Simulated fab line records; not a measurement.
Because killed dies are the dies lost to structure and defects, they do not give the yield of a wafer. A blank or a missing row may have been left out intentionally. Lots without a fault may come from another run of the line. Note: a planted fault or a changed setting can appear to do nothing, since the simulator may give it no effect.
A struck lot beside a sound one ; flow gf180mcu ; 15 steps out of a route of 602
Sound: these wafers, L375.2, L375.3, L375.4. Struck: wafers L379.2, L379.4. Last of all comes the cause.
Order at every step that has rows: each side's tool, ch and its chambers, its first start. Under that, the readings that differ: sound wafers ; struck wafers ; difference of the means ; sigmas: that difference in standard deviations of wafers without a fault.
alike: words and numbers the same on both sides, and readings whose means are apart by under 2 such deviations; not compared: readings that were withheld, readings missing a value for some wafer, numbers with overlapping values and no deviation given by the record, and bounds like >300 which may hide the same value.
The two part at a step that has a row with sigmas, a row that says differs or no value, or rows on one side only. Numbers that have no deviation but don't overlap get no sigmas and don't part them. A reading that every wafer of one side lacks parts them only if that side has two wafers or more.

GF_V3_CD_MEAS_14 targets a cd of 260 nm.
  sound: cd_sem-02 at day 27 05:04; struck: cd_sem-01 at day 28 11:43
  alike: cd_nm
GF_V3_OVL_MEAS_15:
  sound: overlay-01 at day 27 05:10; struck: overlay-01 at day 28 11:49
  alike: V3_OVL
then, 1 step without rows for these wafers: GF_V3_ETCH_16 (etches BARC in N2/H2).
GF_V3_ETCH_17: etches SiO2 in C4F8/O2/Ar, stops on TiN, target depth 635 nm.
  sound on rie_diel-01 ch 0,2,3; struck on rie_diel-02 ch 1,2
  alike: oes_product_au, rf_fwd_power_W
GF_V3_STRIP_18: strips in O2/N2.
  sound on plasma_asher-04 ch 0,1, day 27 05:19; struck on plasma_asher-01 ch 1, day 28 11:58
  alike: drypump_motor_current_A, heater_power_w, n2_flow_sccm, oes_product_au
  not compared: rf_hours_counter_h
then, 2 steps without rows for these wafers: GF_V3_STRIP_19 (strips in post etch residue remover, time 1200 s); GF_V3_CLEAN_20 (cleans in DIW).
GF_V3_SPUTTER_21: material Ti, target thk 15 nm, time 80.02 s.
  sound: pvd_sputter-01 at day 27 05:52; struck: pvd_sputter-01 at day 28 12:31
  alike: substrate_temp_c, throttle_valve_pct
GF_V3_SPUTTER_22: material TiN, target thk 10 nm, time 40 s.
  sound: pvd_sputter-01 at day 27 05:55; struck: pvd_sputter-01 at day 28 12:34
  alike: throttle_valve_pct
then, 1 step without rows for these wafers: GF_V3_CVD_23 (deposits W, target thk 350 nm, time 104.9 s).
GF_V3_RS_MEAS_24: measurement is done with a four-point probe.
  sound: film_metro-01 at day 27 06:05; struck: film_metro-04 at day 28 12:44
  alike: V3_W_RS
GF_V3_THK_MEAS_25: measures by xrf.
  sound: film_metro-01 at day 27 06:12; struck: film_metro-04 at day 28 12:51
  alike: V3_W_THK
GF_V3_CMP_26: polishes, stops on SiO2, t overpolish 15 s, target thk 0 nm.
  sound on cmp-02 ch 0,2,3, day 27 06:15; struck on cmp-02 ch 0,1, day 28 13:00
reading;sound;struck;difference;sigmas
overpolish_run_s (s);15.000 15.004 15.012;0.044 0.043;-14.962;-99 or more
time_to_endpoint_s (s);92 97 90;129 131;+37;+6
  alike: edge_zone_pressure_frac, motor_current_A
GF_M4_SPUTTER_00: material Ti, target thk 37.5 nm, time 150 s.
  the record has rows for the sound wafers here (pvd_sputter-04, day 27 06:33) and none for the struck ones
-- the record jumps here: 6 days lie between the struck wafers' starts before and after (it left off in module M4 and takes up again in module PASSIVATION, whose first step shown is number 602 of the route) --
GF_PASSIVATION_PROBE_99:
  the record has rows for the struck wafers here (prober-02, day 34 01:56) and none for the sound ones

WHERE THEY PART
Last at GF_PASSIVATION_PROBE_99 as far as this record goes, first at GF_V3_CMP_26.

WHY: what the simulator had put in
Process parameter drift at GF_V3_CMP_26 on cmp-02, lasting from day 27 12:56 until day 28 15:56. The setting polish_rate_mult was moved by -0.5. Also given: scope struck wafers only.
